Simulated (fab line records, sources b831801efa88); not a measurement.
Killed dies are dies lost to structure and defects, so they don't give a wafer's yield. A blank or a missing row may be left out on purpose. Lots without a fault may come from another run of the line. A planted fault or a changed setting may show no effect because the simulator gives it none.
fab line records | flow sky130
record lots=5 wafers=15 last_day=49
route steps=708 shown VIA2@519 METAL3@532 CAPM@537
lots that met no fault: from a run of the same line without faults
start_h: hours from the record's first day to the start of the lot's first wafer shown | wait_h: hours since the lot's step before | " the same as in the row above | L1.1+2: a row that stands for several wafers | - no value, or no start given | * or withheld: withheld | < > ~ a bound
route shown NAME@n: a module of which the file shows steps, and the number in the route of the first | usual: mean/standard deviation of fault-free wafers | same: alike in all rows | chamber/n: place in a boat | sites: the reading at each site | _std_site: their standard deviation | _edge_site: outer sites' mean less inner sites' | radius_mm: how far each site lies from the wafer's centre | mask NAME#n: copy n | behind: the tool/chamber that last shaped the wafer | hold: why the lot was held/for how many hours/how that ended | device: the transistor (n, p or np) that didn't switch | end of line: the same wafers' tests at the end of the route | a step without rows: its recipe alone | killed: dies lost to structure and defects at the first sort, not the wafer's yield | map: a wafer's dies, x killed, . not, _ none there
set.NAME: the setting as run; set.NAME@STEP: as run at that earlier step | model.NAME: the simulator's own value behind a step, which no gauge read
lots at some steps of the route; a table a step, a row a wafer
services: from which hour (start_h, from the record's first day; less than 0 if before it) a tool's chamber was out of use, for how many hours, and why
## steps
# step SKY_VIA2_CD_MEAS_12
# recipe target_cd_nm=200
# usual cd_nm=200.6/1.3
# columns lot.wafer tool chamber start_h wait_h cd_nm
L077.3 cd_sem-02 - 880.95 - 201.9
L077.4 " - " " 201.8
L077.6 " - " " 200.2
L081.1 cd_sem-02 - 900.55 - 198.3
L081.3 " - " " 199.4
L081.5 " - " " 198.9
L086.3 cd_sem-01 - 940.34 - 198.5
L086.4 " - " " 199.8
L086.6 " - " " 199.8
L092.2 cd_sem-01 - 990.08 - 202.3
L092.3 " - " " 201.3
L092.6 " - " " 200.8
L094.1 cd_sem-01 - 991.90 - 199.7
L094.4 " - " " 199.3
L094.5 " - " " 201.2
# step SKY_VIA2_OVL_MEAS_13
# usual VIA2_OVL=2/5
# columns lot.wafer tool chamber start_h wait_h VIA2_OVL[nm]
L077.3 overlay-02 - 881.04 0.1 -1
L077.4 " - " " 4
L077.6 " - " " -5
L081.1 overlay-01 - 900.67 0.1 -3
L081.3 " - " " 3
L081.5 " - " " -5
L086.3 overlay-02 - 940.43 0.1 12
L086.4 " - " " 7
L086.6 " - " " 9
L092.2 overlay-01 - 990.19 0.1 2
L092.3 " - " " 6
L092.6 " - " " 4
L094.1 overlay-02 - 992.02 0.1 3
L094.4 " - " " 6
L094.5 " - " " -5
# step SKY_VIA2_ETCH_14
# recipe chemistry=N2/H2 target=BARC ion_energy_ev=200 source_w=500 bias_w=100 pressure_mtorr=30 n2_flow_sccm=100 h2_flow_sccm=200 stop_on=SiO2 time_s=45.9 target_depth_a=600
# usual drypump_motor_current_A=5.7/0.42 oes_product_au=0.855/0.0047 throttle_valve_pct=13.224/0.0096
# columns lot.wafer tool chamber start_h wait_h drypump_motor_current_A oes_product_au rf_hours_counter_h throttle_valve_pct
L077.3 rie_diel-04 2 881.07 0.0 5.7 0.860 14 13.228
L077.4 " 3 " " 5.4 0.858 16 13.238
L077.6 " 1 " " 5.9 0.856 - 13.220
L081.1 rie_diel-02 1 900.71 0.0 5.4 0.845 26 13.234
L081.3 " 3 " " 5.2 0.853 9 13.230
L081.5 " 0 " " 6.2 0.856 - 13.239
L086.3 rie_diel-02 0 940.45 0.0 6.2 0.854 12 13.232
L086.4 " 2 " " 6.1 0.848 23 13.219
L086.6 " 0 " " 6.2 0.860 - 13.207
L092.2 rie_diel-04 2 990.22 0.0 5.7 0.859 17 13.201
L092.3 " 0 " " 5.0 0.860 4 13.222
L092.6 " 2 " " 5.7 0.851 - 13.223
L094.1 rie_diel-02 0 992.05 0.0 6.2 0.857 14 13.217
L094.4 " 3 " " 5.2 0.847 12 13.235
L094.5 " 0 " " 6.2 0.852 - 13.211
# step SKY_VIA2_ETCH_15
# recipe target=SiO2 chemistry=C4F8/O2/Ar target_depth_nm=546 stop_on=TiN mask_material=KrF-thick source_w=1500 bias_w=1200 pressure_mtorr=40 c4f8_flow_sccm=withheld O2_flow_sccm=6 Ar_flow_sccm=300 time_s=84
# usual oes_product_au=0.940/0.005
# columns lot.wafer tool chamber start_h wait_h oes_product_au rf_hours_counter_h
L077.3 rie_diel-04 2 881.11 0.0 0.947 14
L077.4 " 3 " " 0.949 16
L077.6 " 1 " " 0.940 -
L081.1 rie_diel-02 1 900.75 0.0 0.941 26
L081.3 " 3 " " 0.921 9
L081.5 " 0 " " 0.948 -
L086.3 rie_diel-02 0 940.49 0.0 0.942 12
L086.4 " 2 " " 0.934 23
L086.6 " 0 " " 0.941 -
L092.2 rie_diel-04 2 990.26 0.0 0.935 17
L092.3 " 0 " " 0.942 4
L092.6 " 2 " " 0.940 -
L094.1 rie_diel-02 0 992.09 0.0 0.946 14
L094.4 " 3 " " 0.940 12
L094.5 " 0 " " 0.950 -
# step SKY_VIA2_STRIP_16
# recipe chemistry=O2/N2 power_w=1400 pressure_mtorr=1500 platen_temp_c=withheld o2_flow_sccm=3000 n2_flow_sccm=300 overash_fraction=0.5
# usual drypump_motor_current_A=6.0/0.43 oes_product_au=0.399/0.0045 strip_time_to_endpoint_s=4.06/0.031
# same overash_fraction=0.5
# columns lot.wafer tool chamber start_h wait_h drypump_motor_current_A oes_product_au rf_hours_counter_h strip_time_to_endpoint_s
L077.3 plasma_asher-02 0 881.20 0.1 5.8 0.406 - 4.09
L077.4 " 1 " " 6.1 0.398 - 4.04
L077.6 " 1 " " 6.0 0.395 - 4.03
L081.1 plasma_asher-02 1 900.81 0.0 6.1 0.398 45 4.08
L081.3 " 1 " " 6.1 0.390 - 4.05
L081.5 " 0 " " 5.8 0.402 - 4.08
L086.3 plasma_asher-02 1 940.59 0.1 6.1 0.396 - 4.06
L086.4 " 0 " " 5.8 0.404 - 4.08
L086.6 " 1 " " 6.1 0.401 - 4.04
L092.2 plasma_asher-04 1 990.32 0.0 5.3 0.399 109 4.10
L092.3 " 1 " " 5.3 0.393 - 4.04
L092.6 " 1 " " 5.3 0.396 - 4.06
L094.1 plasma_asher-01 0 992.16 0.0 6.1 0.400 24 4.06
L094.4 " 1 " " 6.7 0.402 - 4.07
L094.5 " 0 " " 6.2 0.402 - 4.05
# step SKY_VIA2_STRIP_17
# recipe chemistry=post_etch_residue_remover time_s=1200 temp_c=72.5
# columns lot.wafer tool chamber start_h wait_h
L077.3+4+6 wet_bench-02 3 881.27 0.0
L081.1+3+5 wet_bench-01 3 900.91 0.1
L086.3+4+6 wet_bench-03 2 940.66 0.0
L092.2+3+6 wet_bench-03 0 990.42 0.1
L094.1+4+5 wet_bench-01 0 992.26 0.1
# step SKY_VIA2_CLEAN_18
# recipe chemistry=IPA time_s=180 temp_c=25
# columns lot.wafer tool chamber start_h wait_h
L077.3+4+6 wet_bench-01 3 881.61 0.0
L081.1+3+5 wet_bench-03 1 901.32 0.0
L086.3+4+6 wet_bench-01 1 941.00 0.0
L092.2+3+6 wet_bench-01 1 990.76 0.0
L094.1+4+5 wet_bench-03 3 992.63 0.0
# step SKY_VIA2_CLEAN_19
# recipe chemistry=O3/DIW dry=n2_spin
# columns lot.wafer tool chamber start_h wait_h
L077.3+4+6 wet_bench-03 1 881.67 0.0
L081.1+3+5 wet_bench-02 2 901.38 0.0
L086.3+4+6 wet_bench-03 1 941.06 0.0
L092.2+3+6 wet_bench-02 0 990.83 0.0
L094.1+4+5 wet_bench-01 1 992.69 0.0
# step SKY_VIA2_SPUTTER_20
# recipe material=TiN target_thk_nm=20 chamber_pressure_pa=5 power_w=4000 time_s=80
# usual throttle_valve_pct=29.9/0.93
# columns lot.wafer tool chamber start_h wait_h throttle_valve_pct
L077.3 pvd_sputter-02 - 881.77 0.0 28.9
L077.4 " - " " 29.7
L077.6 " - " " 29.8
L081.1 pvd_sputter-02 - 901.47 0.0 29.0
L081.3 " - " " 29.0
L081.5 " - " " 29.6
L086.3 pvd_sputter-01 - 941.15 0.0 28.9
L086.4 " - " " 29.9
L086.6 " - " " 29.9
L092.2 pvd_sputter-01 - 990.92 0.0 28.5
L092.3 " - " " 29.6
L092.6 " - " " 30.5
L094.1 pvd_sputter-02 - 992.79 0.0 29.4
L094.4 " - " " 29.5
L094.5 " - " " 28.7
# step SKY_VIA2_CVD_21
# recipe material=W target_thk_nm=420 time_s=126.4 temp_c=400 pressure_torr=40
# usual heater_power_w=894/59
# columns lot.wafer tool chamber start_h wait_h heater_power_w
L077.3 cvd_w-01 0 881.88 0.1 864
L077.4 " 1 " " 798
L077.6 " 1 " " 835
L081.1 cvd_w-02 0 901.53 0.0 1032
L081.3 " 0 " " 1024
L081.5 " 1 " " 907
L086.3 cvd_w-02 1 941.26 0.1 881
L086.4 " 0 " " 947
L086.6 " 1 " " 927
L092.2 cvd_w-02 0 990.98 0.0 977
L092.3 " 1 " " 922
L092.6 " 1 " " 922
L094.1 cvd_w-01 1 992.85 0.0 808
L094.4 " 0 " " 871
L094.5 " 0 " " 889
# step SKY_VIA2_RS_MEAS_22
# recipe thk_meas_gauge=four-point-probe reads=W_of_VIA2_CVD_21+TiN_of_VIA2_SPUTTER_20
# usual VIA2_W_RS=0.273/0.0031
# columns lot.wafer tool chamber start_h wait_h VIA2_W_RS[ohm/sq]
L077.3 film_metro-03 - 882.00 0.1 0.272
L077.4 " - " " 0.268
L077.6 " - " " 0.271
L081.1 film_metro-03 - 901.66 0.1 0.275
L081.3 " - " " 0.274
L081.5 " - " " 0.276
L086.3 film_metro-02 - 941.38 0.1 0.272
L086.4 " - " " 0.272
L086.6 " - " " 0.270
L092.2 film_metro-04 - 991.14 0.1 0.277
L092.3 " - " " 0.269
L092.6 " - " " 0.273
L094.1 film_metro-03 - 992.98 0.1 0.274
L094.4 " - " " 0.275
L094.5 " - " " 0.275
# step SKY_VIA2_THK_MEAS_23
# recipe thk_meas_gauge=xrf reads=W_of_VIA2_CVD_21
# usual VIA2_W_THK=421/6.1
# columns lot.wafer tool chamber start_h wait_h VIA2_W_THK[nm]
L077.3 film_metro-03 - 882.10 0.1 420
L077.4 " - " " 427
L077.6 " - " " 422
L081.1 film_metro-03 - 901.78 0.1 418
L081.3 " - " " 413
L081.5 " - " " 411
L086.3 film_metro-02 - 941.48 0.1 424
L086.4 " - " " 426
L086.6 " - " " 426
L092.2 film_metro-04 - 991.25 0.1 422
L092.3 " - " " 434
L092.6 " - " " 425
L094.1 film_metro-03 - 993.10 0.1 410
L094.4 " - " " 412
L094.5 " - " " 413
# step SKY_VIA2_CMP_24
# recipe stop_on=SiO2 t_overpolish_s=20 down_force_psi=3.5 platen_rpm=60 target_thk_nm=0 pad_velocity_m_s=0.94248
# usual motor_current_A=10.8/1 overpolish_run_s=20.000/0.0098 retaining_ring_pressure_frac=1.000/0.0049 slurry_filter_dp_kPa=13.47/0.13 time_to_endpoint_s=101/3.9
# columns lot.wafer tool chamber start_h wait_h motor_current_A overpolish_run_s retaining_ring_pressure_frac slurry_filter_dp_kPa time_to_endpoint_s
L077.4 cmp-02 3 882.14 0.0 9.8 19.987 0.990 13.53 98
L077.3 " 1 " " 10.3 19.990 0.987 13.43 101
L077.6 " 3 " " 9.4 20.011 0.989 13.44 98
L081.3 cmp-01 2 901.84 0.0 10.8 19.999 0.998 13.40 102
L081.1 " 1 " " 10.3 20.002 0.998 13.52 97
L081.5 " 3 " " 10.9 19.991 0.997 13.44 97
L086.3 cmp-01 3 941.52 0.0 11.4 19.993 0.995 13.40 100
L086.4 " 2 " " 10.8 19.978 0.996 13.52 98
L086.6 " 3 " " 10.8 20.008 0.992 13.86 100
L092.2 cmp-01 2 991.30 0.0 10.5 19.997 1.000 13.40 95
L092.3 " 0 " " 10.8 20.003 1.007 13.50 99
L092.6 " 2 " " 11.2 19.988 0.997 13.68 96
L094.1 cmp-02 1 993.21 0.1 10.2 20.002 0.998 13.48 104
L094.4 " 2 " " 11.0 20.007 1.002 13.56 101
L094.5 " 1 " " 9.9 19.984 0.996 13.59 101
# step SKY_METAL3_SPUTTER_00
# recipe material=Ti target_thk_nm=15 power_w=3000 time_s=10 chamber_pressure_pa=0.4
# usual throttle_valve_pct=29.9/0.79
# columns lot.wafer tool chamber start_h wait_h throttle_valve_pct
L077.3 pvd_sputter-02 - 882.44 0.1 28.9
L077.4 " - " " 29.7
L077.6 " - " " 29.0
L081.1 pvd_sputter-01 - 902.14 0.1 29.9
L081.3 " - " " 30.5
L081.5 " - " " 30.2
L086.3 pvd_sputter-02 - 941.82 0.2 29.5
L086.4 " - " " 28.7
L086.6 " - " " 28.9
L092.2 pvd_sputter-02 - 991.60 0.2 29.0
L092.3 " - " " 29.4
L092.6 " - " " 28.8
L094.1 pvd_sputter-02 - 993.46 0.2 29.1
L094.4 " - " " 29.0
L094.5 " - " " 28.8
# step SKY_METAL3_SPUTTER_01
# recipe material=TiN target_thk_nm=20 power_w=6500 time_s=16.7 chamber_pressure_pa=0.4
# usual throttle_valve_pct=29.8/0.77
# columns lot.wafer tool chamber start_h wait_h throttle_valve_pct
L077.3 pvd_sputter-02 - 882.46 0.0 29.0
L077.4 " - " " 29.5
L077.6 " - " " 28.9
L081.1 pvd_sputter-01 - 902.16 0.0 29.9
L081.3 " - " " 30.7
L081.5 " - " " 30.7
L086.3 pvd_sputter-02 - 941.85 0.0 29.5
L086.4 " - " " 28.8
L086.6 " - " " 29.1
L092.2 pvd_sputter-02 - 991.62 0.0 29.1
L092.3 " - " " 29.2
L092.6 " - " " 28.8
L094.1 pvd_sputter-02 - 993.48 0.0 29.3
L094.4 " - " " 29.1
L094.5 " - " " 29.1
# step SKY_METAL3_SPUTTER_02
# recipe material=AlCu target_thk_nm=735 power_w=10600 time_s=39.1 chamber_pressure_pa=0.4
# usual throttle_valve_pct=29.9/0.78
# columns lot.wafer tool chamber start_h wait_h throttle_valve_pct
L077.3 pvd_sputter-02 - 882.49 0.0 28.7
L077.4 " - " " 29.7
L077.6 " - " " 29.1
L081.1 pvd_sputter-01 - 902.19 0.0 29.7
L081.3 " - " " 30.6
L081.5 " - " " 30.7
L086.3 pvd_sputter-02 - 941.87 0.0 29.6
L086.4 " - " " 28.8
L086.6 " - " " 29.0
L092.2 pvd_sputter-02 - 991.64 0.0 28.8
L092.3 " - " " 29.6
L092.6 " - " " 28.9
L094.1 pvd_sputter-02 - 993.51 0.0 29.1
L094.4 " - " " 29.0
L094.5 " - " " 29.1
# step SKY_METAL3_SPUTTER_03
# recipe material=Ti target_thk_nm=5 power_w=3000 time_s=3.3 chamber_pressure_pa=0.4
# usual throttle_valve_pct=29.9/0.79
# columns lot.wafer tool chamber start_h wait_h throttle_valve_pct
L077.3 pvd_sputter-02 - 882.53 0.0 29.1
L077.4 " - " " 29.6
L077.6 " - " " 29.2
L081.1 pvd_sputter-01 - 902.23 0.0 29.5
L081.3 " - " " 30.6
L081.5 " - " " 30.5
L086.3 pvd_sputter-02 - 941.91 0.0 29.4
L086.4 " - " " 28.9
L086.6 " - " " 28.9
L092.2 pvd_sputter-02 - 991.68 0.0 29.0
L092.3 " - " " 29.5
L092.6 " - " " 28.8
L094.1 pvd_sputter-02 - 993.55 0.0 29.0
L094.4 " - " " 28.8
L094.5 " - " " 28.9
# step SKY_METAL3_SPUTTER_04
# recipe material=TiN target_thk_nm=70 power_w=6500 time_s=58.3 chamber_pressure_pa=0.4
# usual throttle_valve_pct=29.8/0.8
# columns lot.wafer tool chamber start_h wait_h throttle_valve_pct
L077.3 pvd_sputter-02 - 882.55 0.0 28.9
L077.4 " - " " 29.5
L077.6 " - " " 29.3
L081.1 pvd_sputter-01 - 902.25 0.0 29.9
L081.3 " - " " 30.6
L081.5 " - " " 30.5
L086.3 pvd_sputter-02 - 941.93 0.0 29.8
L086.4 " - " " 29.0
L086.6 " - " " 29.1
L092.2 pvd_sputter-02 - 991.70 0.0 29.0
L092.3 " - " " 29.4
L092.6 " - " " 28.8
L094.1 pvd_sputter-02 - 993.56 0.0 29.0
L094.4 " - " " 29.0
L094.5 " - " " 28.9
# step SKY_CAPM_CVD_00
# recipe material=SiO2 target_thk_nm=15.5 temp_c=400 time_s=withheld rf_w=450
# usual heater_power_w=765/130
# columns lot.wafer tool chamber start_h wait_h heater_power_w
L077.3 pecvd-03 2 882.60 0.0 1136
L077.4 " 1 " " 597
L077.6 " 2 " " 1093
L081.1 pecvd-02 2 902.30 0.0 771
L081.3 " 0 " " 635
L081.5 " 2 " " 766
L086.3 pecvd-01 2 941.98 0.0 670
L086.4 " 1 " " 705
L086.6 " 0 " " 963
L092.2 pecvd-02 2 991.75 0.0 709
L092.3 " 0 " " 599
L092.6 " 1 " " 737
L094.1 pecvd-01 0 993.61 0.0 886
L094.4 " 0 " " 872
L094.5 " 2 " " 771
# step SKY_CAPM_THK_MEAS_01
# recipe reads=SiO2_of_CAPM_CVD_00
# usual CAPM_CVD_00_THK=15.47/0.22
# columns lot.wafer tool chamber start_h wait_h CAPM_CVD_00_THK[nm]
L077.3 film_metro-04 - 882.64 - 15.17
L077.4 " - " " 15.35
L077.6 " - " " 15.59
L081.1 film_metro-01 - 902.32 - 15.11
L081.3 " - " " 15.04
L081.5 " - " " 15.29
L086.3 film_metro-02 - 942.02 - 15.40
L086.4 " - " " 15.59
L086.6 " - " " 15.60
L092.2 film_metro-02 - 991.78 - 15.71
L092.3 " - " " 15.50
L092.6 " - " " 15.99
L094.1 film_metro-01 - 993.80 - 15.25
L094.4 " - " " 15.79
L094.5 " - " " 15.54
# step SKY_CAPM_SPUTTER_02
# recipe material=TiN target_thk_nm=200 temp_c=300 power_w=6500 time_s=166.7 chamber_pressure_pa=0.4
# usual throttle_valve_pct=30.6/0.93
# columns lot.wafer tool chamber start_h wait_h throttle_valve_pct
L077.3 pvd_sputter-03 - 882.68 0.0 31.9
L077.4 " - " " 30.7
L077.6 " - " " 30.6
L081.1 pvd_sputter-03 - 902.38 0.1 31.6
L081.3 " - " " 31.6
L081.5 " - " " 30.8
L086.3 pvd_sputter-04 - 942.06 0.0 30.7
L086.4 " - " " 29.3
L086.6 " - " " 29.3
L092.2 pvd_sputter-04 - 991.83 0.0 30.9
L092.3 " - " " 30.8
L092.6 " - " " 31.0
L094.1 pvd_sputter-02 - 993.86 0.1 28.8
L094.4 " - " " 28.9
L094.5 " - " " 29.1
# step SKY_CAPM_RS_MEAS_03
# recipe thk_meas_gauge=four-point-probe reads=TiN_of_CAPM_SPUTTER_02
# usual CAPM_TIN_RS=6.89/0.069
# columns lot.wafer tool chamber start_h wait_h CAPM_TIN_RS[ohm/sq]
L077.3 film_metro-02 - 882.83 0.1 6.83
L077.4 " - " " 6.80
L077.6 " - " " 6.82
L081.1 film_metro-02 - 902.49 0.1 6.89
L081.3 " - " " 6.96
L081.5 " - " " 6.86
L086.3 film_metro-02 - 942.21 0.1 6.79
L086.4 " - " " 6.87
L086.6 " - " " 6.85
L092.2 film_metro-02 - 991.96 0.1 6.96
L092.3 " - " " 6.92
L092.6 " - " " 6.91
L094.1 film_metro-01 - 993.98 0.1 6.87
L094.4 " - " " 6.82
L094.5 " - " " 6.86
# step SKY_CAPM_THK_MEAS_04
# recipe thk_meas_gauge=xrf reads=TiN_of_CAPM_SPUTTER_02
# usual CAPM_TIN_THK=200.7/2.2
# columns lot.wafer tool chamber start_h wait_h CAPM_TIN_THK[nm]
L077.3 film_metro-02 - 882.93 0.1 204.4
L077.4 " - " " 205.5
L077.6 " - " " 204.7
L081.1 film_metro-02 - 902.61 0.1 201.6
L081.3 " - " " 199.4
L081.5 " - " " 202.5
L086.3 film_metro-02 - 942.31 0.1 205.3
L086.4 " - " " 202.6
L086.6 " - " " 203.5
L092.2 film_metro-02 - 992.07 0.1 200.3
L092.3 " - " " 201.9
L092.6 " - " " 202.6
L094.1 film_metro-01 - 994.10 0.1 200.2
L094.4 " - " " 201.4
L094.5 " - " " 200.5
## services
# columns tool chamber start_h hours kind
pecvd-03 - 859.52 2.8 pm
pecvd-01 - 861.94 28.1 pm
pvd_sputter-03 - 871.82 5.3 repair
plasma_asher-02 - 877.02 4.0 repair
pvd_sputter-01 - 878.05 16.1 repair
rie_diel-04 1 896.15 8.5 repair
cmp-02 - 899.44 6.2 repair
pecvd-01 1 902.37 16.9 repair
cvd_w-02 - 904.00 14.0 pm
cmp-02 - 906.38 4.1 repair
cmp-01 - 912.06 4.0 pm
rie_diel-02 0 913.73 2.1 repair
rie_diel-04 2 925.67 8.3 repair
cmp-02 - 933.24 1.0 repair
pvd_sputter-03 - 940.61 5.2 repair
pvd_sputter-02 1 941.48 - consumable_replace:kit
pvd_sputter-02 1 941.48 18.0 scheduled_down
pvd_sputter-02 1 941.48 18.0 vent_cycle
pvd_sputter-03 - 944.92 1.8 repair
pecvd-01 0 955.52 5.9 repair
rie_diel-02 1 969.44 - clean
pvd_sputter-01 2 993.62 - consumable_replace:kit
pvd_sputter-01 2 993.62 18.0 scheduled_down
pvd_sputter-01 2 993.62 18.0 vent_cycle
## key
fault none
